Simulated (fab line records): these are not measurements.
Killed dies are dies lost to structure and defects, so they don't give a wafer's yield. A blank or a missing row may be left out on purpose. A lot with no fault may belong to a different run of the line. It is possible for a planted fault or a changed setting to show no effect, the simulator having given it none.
Chamber matching ; flow sky130 ; cmp-01 running SKY_CONTACT_CMP_27: 4 sister chambers
The step polishes, stops on SiO2, t overpolish 15 s, target thk 0 nm. 8 wafers are shown with their chamber, then 9 later ones without.

== WAFERS PAIRED WITH THEIR CHAMBERS ==
wafer;chamber;motorCurrentA (A);timeToEndpointS (s)
L266.2;2;11.6;79
L267.1;1;11.6;84
L268.1;0;10.5;82
L268.2;3;14.1;82
L268.4;2;12.3;81
L269.1;1;11.2;80
L269.4;0;10.7;86
L269.6;3;13.3;88

== WAFERS WITHOUT THEIR CHAMBER ==
wafer;motorCurrentA (A);timeToEndpointS (s)
L272.1;11.5;75
L272.2;14.1;79
L272.3;11.3;78
L274.2;11.7;84
L274.4;10.6;81
L274.6;13.7;82
L284.2;12.1;79
L284.4;10.9;86
L284.6;10.2;85

== EACH ONE'S CHAMBER ==
wafer;from the rows above;in truth
L272.1;can't be placed: 2 or 1 or 0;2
L272.2;3;3
L272.3;can't be placed: 1 or 2 or 0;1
L274.2;can't be placed: 1 or 2 or 0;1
L274.4;can't be placed: 0 or 1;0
L274.6;3;3
L284.2;can't be placed: 2 or 1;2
L284.4;can't be placed: 0 or 1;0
L284.6;0;0
Placed correctly: 3 of 9. From these rows, 6 cannot be placed; in 6 the true chamber is one of the candidates. Number placed wrongly: 0.
How it was worked out, from the rows above alone: a wafer's distance from a chamber is the root of the sum, over the readings, of the square of ((its reading less the chamber's mean) divided by the reading's scatter). If the next closest chamber is less than 2 further off than the closest, the wafer can't be placed; otherwise it belongs to the closest. A chamber's mean is the mean of its shown wafers. The scatter is the square root of a quotient: the sum, over the shown wafers, of each reading's squared deviation from its chamber's mean, divided by wafers minus chambers.
